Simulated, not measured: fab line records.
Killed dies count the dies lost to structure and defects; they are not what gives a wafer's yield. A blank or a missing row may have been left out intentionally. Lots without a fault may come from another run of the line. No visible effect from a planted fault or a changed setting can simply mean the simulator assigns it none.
fab line records | flow gf180mcu
record: lots: 7 wafers: 21 last-day: 34
route steps=602 shown M3@428 V3@429
lots that met no fault: from a run of the same line without faults
start-h: hours from the record's first day to the start of the lot's first wafer shown | wait-h: how many hours have passed since the lot's step before this one | " as in the row above | L1.1+2: several wafers, shown together as one row | - value missing, or start not given | * or withheld: withheld | < > ~ a bound
route shown NAME@n: NAME is a module with steps in the file, n the number in the route of the first one | usual: mean/standard deviation of fault-free wafers | same: alike in all rows | chamber/n: place in a boat | sites: readings site by site | _std_site: the values' standard deviation | _edge_site: mean of outer sites minus mean of inner sites | radius-mm: how far each site lies from the wafer's centre | mask NAME#n: copy n | behind: the most recent tool/chamber to have shaped the wafer | hold: the reason the lot was held/the length of the hold in hours/how it ended | device: names the non-switching transistor (n, p or np) | end of line: the tests these same wafers got at the end of their route | a step given without rows: its recipe and nothing more | killed: at the first sort, the dies lost to defects and structure; wafer yield is something else | map: a wafer's dies, marking killed ones x, the rest . and places with no die _
set.NAME: setting as actually run; set.NAME@STEP: the setting as run at that earlier step | model.NAME: the simulator's own value behind a step, which no gauge read
lots at some steps of the route; a table a step, a row a wafer
services: when a tool's chamber went out of use (start-h, in hours from the record's first day, below 0 if earlier), for how many hours, and the reason
== steps ==
step: GF_M3_CLEAN_19
recipe: chemistry: DIW dry: n2-spin
step: GF_V3_CVD_00
recipe: material: SiO2 target-thk-nm: 600 sigma-open-frac: 0.3 temp-c: 400 time-s: 100 sih4-flow-sccm: 60 pressure-mtorr: 6
step: GF_V3_THK_MEAS_01
recipe: reads: SiO2_of_V3_CVD_00
usual: V3_CVD_00_THK: 597/6.2
columns lot.wafer tool chamber start-h wait-h V3_CVD_00_THK[nm]
L840.2 film-metro-02 - 537.36 0.0 608
L840.3 " - " " 600
L840.4 " - " " 599
L842.1 film-metro-01 - 544.66 0.0 601
L842.5 " - " " 603
L842.6 " - " " 590
L844.2 film-metro-03 - 565.64 0.0 607
L844.4 " - " " 602
L844.6 " - " " 601
L845.2 film-metro-01 - 572.72 0.0 588
L845.5 " - " " 589
L845.6 " - " " 599
L846.2 film-metro-03 - 583.25 0.0 583
L846.3 " - " " 589
L846.4 " - " " 595
L851.1 film-metro-02 - 627.13 0.0 594
L851.5 " - " " 587
L851.6 " - " " 596
L855.2 film-metro-01 - 652.04 0.0 593
L855.4 " - " " 592
L855.6 " - " " 601
step: GF_V3_CVD_02
recipe: material: SiO2 target-thk-nm: 850 precursor: TEOS temp-c: 400 time-s: 94.851 rf-w: 584.6
usual: heater-power-w: 652/100
columns lot.wafer tool chamber start-h wait-h heater-power-w
L840.2 pecvd-03 2 537.41 0.0 704
L840.3 " 0 " " 472
L840.4 " 2 " " 720
L842.1 pecvd-04 2 544.72 0.1 613
L842.5 " 2 " " 675
L842.6 " 1 " " 533
L844.2 pecvd-02 0 565.69 0.0 820
L844.4 " 2 " " 577
L844.6 " 0 " " 874
L845.2 pecvd-04 0 572.77 0.0 694
L845.5 " 0 " " 740
L845.6 " 2 " " 704
L846.2 pecvd-04 2 583.30 0.0 648
L846.3 " 0 " " 797
L846.4 " 2 " " 698
L851.1 pecvd-03 2 627.19 0.1 663
L851.5 " 0 " " 503
L851.6 " 1 " " 771
L855.2 pecvd-02 0 652.09 0.0 800
L855.4 " 0 " " 822
L855.6 " 2 " " 607
step: GF_V3_THK_MEAS_03
recipe: reads: SiO2_of_V3_CVD_02
usual: V3_CVD_02_THK: 844/11
columns lot.wafer tool chamber start-h wait-h V3_CVD_02_THK[nm]
L840.2 film-metro-03 - 537.49 0.0 831
L840.3 " - " " 828
L840.4 " - " " 849
L842.1 film-metro-02 - 544.79 0.0 840
L842.5 " - " " 857
L842.6 " - " " 863
L844.2 film-metro-01 - 565.77 0.0 840
L844.4 " - " " 857
L844.6 " - " " 855
L845.2 film-metro-03 - 572.85 0.0 829
L845.5 " - " " 852
L845.6 " - " " 849
L846.2 film-metro-03 - 583.38 0.0 843
L846.3 " - " " 833
L846.4 " - " " 851
L851.1 film-metro-02 - 627.26 0.0 830
L851.5 " - " " 842
L851.6 " - " " 846
L855.2 film-metro-03 - 652.17 0.0 840
L855.4 " - " " 860
L855.6 " - " " 844
step: GF_V3_CMP_04
recipe: material: SiO2 down-force-psi: 4 platen-rpm: 60 pad-velocity-m-s: 0.94248
usual: head-pressure-psi: 4.001/0.0098 motor-current-A: 12.1/1.2 time-to-endpoint-s: 79/6.4
columns lot.wafer tool chamber start-h wait-h head-pressure-psi motor-current-A time-to-endpoint-s
L840.2 cmp-01 1 537.54 0.0 4.008 10.2 71
L840.3 " 2 " " 3.997 12.0 68
L840.4 " 3 " " 4.004 11.1 79
L842.1 cmp-02 2 545.00 0.2 4.014 13.0 81
L842.6 " 3 " " 4.004 12.7 92
L842.5 " 0 " " 3.986 13.3 90
L844.4 cmp-02 1 565.87 0.1 4.005 13.7 85
L844.2 " 2 " " 3.999 13.7 83
L844.6 " 1 " " 4.006 12.8 86
L845.2 cmp-01 2 573.05 0.2 4.008 11.9 70
L845.6 " 3 " " 3.989 10.6 84
L845.5 " 0 " " 3.994 13.4 81
L846.4 cmp-02 0 583.43 0.0 4.007 11.7 80
L846.3 " 2 " " 4.011 13.8 74
L846.2 " 3 " " 4.012 13.2 78
L851.1 cmp-02 0 627.32 0.1 3.996 13.2 72
L851.5 " 0 " " 4.017 12.9 74
L851.6 " 1 " " 4.010 12.8 75
L855.4 cmp-01 2 652.27 0.1 3.999 12.3 89
L855.2 " 0 " " 4.002 12.8 80
L855.6 " 1 " " 3.997 10.9 85
step: GF_V3_BOW_MEAS_05
recipe: mode: bow
usual: V3_BOW: 114/9.6
columns lot.wafer tool chamber start-h wait-h V3_BOW[um]
L840.2 film-metro-02 - 537.86 0.3 122
L840.3 " - " " 116
L840.4 " - " " 112
L842.1 film-metro-01 - 545.15 0.1 115
L842.5 " - " " 106
L842.6 " - " " 108
L844.2 film-metro-03 - 566.14 0.2 99
L844.4 " - " " 106
L844.6 " - " " 115
L845.2 film-metro-01 - 573.22 0.1 123
L845.5 " - " " 115
L845.6 " - " " 114
L846.2 film-metro-02 - 583.75 0.1 116
L846.3 " - " " 114
L846.4 " - " " 112
L851.1 film-metro-03 - 627.62 0.2 118
L851.5 " - " " 113
L851.6 " - " " 109
L855.2 film-metro-03 - 652.54 0.1 101
L855.4 " - " " 109
L855.6 " - " " 101
step: GF_V3_DEHYDRATE_06
recipe: temp-c: 200 time-s: 60
step: GF_V3_HMDS_07
recipe: prime-time-s: 60 prime-temp-c: 120
step: GF_V3_COAT_08
recipe: resist: BARC temp-c: withheld time-s: withheld spin-rpm: withheld resist-thk-nm: withheld
step: GF_V3_COAT_09
recipe: resist: KrF spin-rpm: withheld resist-thk-nm: 1000
step: GF_V3_SOFTBAKE_10
recipe: temp-c: 130 time-s: 60 resist: KrF
step: GF_V3_EXPOSE_11
recipe: mask-id: Via3 target-cd-nm: 260 na: 0.68 source-shape: conventional sigma-outer: 0.6 dose-mj: 38
usual: exposure-dose-mJ-cm2: 37.97/0.035 focus-offset-nm: 0.1/0.45 reticle-temp-C: 23.01/0.1
columns lot.wafer tool chamber start-h wait-h mask exposure-dose-mJ-cm2 focus-offset-nm reticle-temp-C
L840.2 krf-scanner-01 0 549.41 - Via3#0 38.00 -0.3 22.90
L840.3 " 0 " " Via3#0 37.97 0.0 23.02
L840.4 " 0 " " Via3#0 37.92 -0.1 22.93
L842.1 krf-scanner-01 0 556.61 - Via3#0 38.02 0.3 23.08
L842.5 " 0 " " Via3#0 38.02 0.1 23.06
L842.6 " 0 " " Via3#0 38.01 -0.6 22.99
L844.2 krf-scanner-01 - 576.81 - Via3#0 - - -
L844.4 " - " " Via3#0 - - -
L844.6 " - " " Via3#0 - - -
L845.2 krf-scanner-01 - 583.79 - Via3#0 - - -
L845.5 " - " " Via3#0 - - -
L845.6 " - " " Via3#0 - - -
L846.2 krf-scanner-01 - 594.55 - Via3#0 - - -
L846.3 " - " " Via3#0 - - -
L846.4 " - " " Via3#0 - - -
L851.1 krf-scanner-02 0 637.83 - Via3#0 38.01 -0.1 23.02
L851.5 " 0 " " Via3#0 37.97 1.1 22.97
L851.6 " 0 " " Via3#0 37.98 0.6 22.94
L855.2 krf-scanner-02 0 663.06 - Via3#0 37.92 0.0 23.10
L855.4 " 0 " " Via3#0 37.89 0.7 22.90
L855.6 " 0 " " Via3#0 37.98 0.3 23.04
step: GF_V3_PEB_12
recipe: peb-temp-c: 135 peb-time-s: 90 resist: KrF
== services ==
columns tool chamber start-h hours kind
krf-scanner-01 - 514.61 0.8 pm
krf-scanner-01 - 542.74 4.4 pm
pecvd-03 2 557.10 2.1 repair
cmp-02 - 572.00 4.0 pm
cmp-02 - 576.00 - consumable-replace:conditioner
cmp-02 - 576.00 - consumable-replace:pad
krf-scanner-02 - 587.24 1.0 pm
krf-scanner-01 - 589.47 1.0 pm
krf-scanner-02 - 590.47 0.8 pm
pecvd-03 - 591.12 14.0 pm
pecvd-03 0 591.12 14.0 vent-cycle
pecvd-03 1 591.12 14.0 vent-cycle
pecvd-03 2 591.12 14.0 vent-cycle
krf-scanner-01 - 591.22 1.3 pm
cmp-01 - 592.22 1.5 repair
cmp-02 - 601.94 1.5 repair
cmp-02 - 601.95 0.3 repair
krf-scanner-01 0 625.70 - calibration
cmp-01 - 630.96 1.8 repair
krf-scanner-01 - 648.92 0.6 repair
pecvd-03 1 649.04 6.4 repair
pecvd-02 0 649.66 2.2 repair
krf-scanner-02 - 655.39 1.3 pm
pecvd-02 - 660.68 14.6 pm
== key ==
first-sign: step: GF_V3_EXPOSE_11 reading: tool-record direction: missing
effect none on later readings
met-at GF_V3_EXPOSE_11
struck-wafers L844.2,L844.4,L844.6,L845.2,L845.5,L845.6,L846.2,L846.3,L846.4
later-rows-left-out L844.2,L844.4,L844.6,L845.2,L845.5,L845.6,L846.2,L846.3,L846.4
sort-left-out L844.2,L844.4,L844.6,L845.2,L845.5,L845.6,L846.2,L846.3,L846.4
onset-between 556.61 576.81
fault: kind: skipped-step-whole tool: krf-scanner-01 chamber: - onset-h: 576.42 steps: GF_V3_EXPOSE_11 scope: struck-lots-only
sort-left-out: the simulated sort isn't trusted on such a fault, so these wafers' sort isn't shown, and their yield isn't known
later-rows-left-out: the simulator's readings of these wafers behind a module that went badly wrong aren't trusted and aren't shown, but for the sort
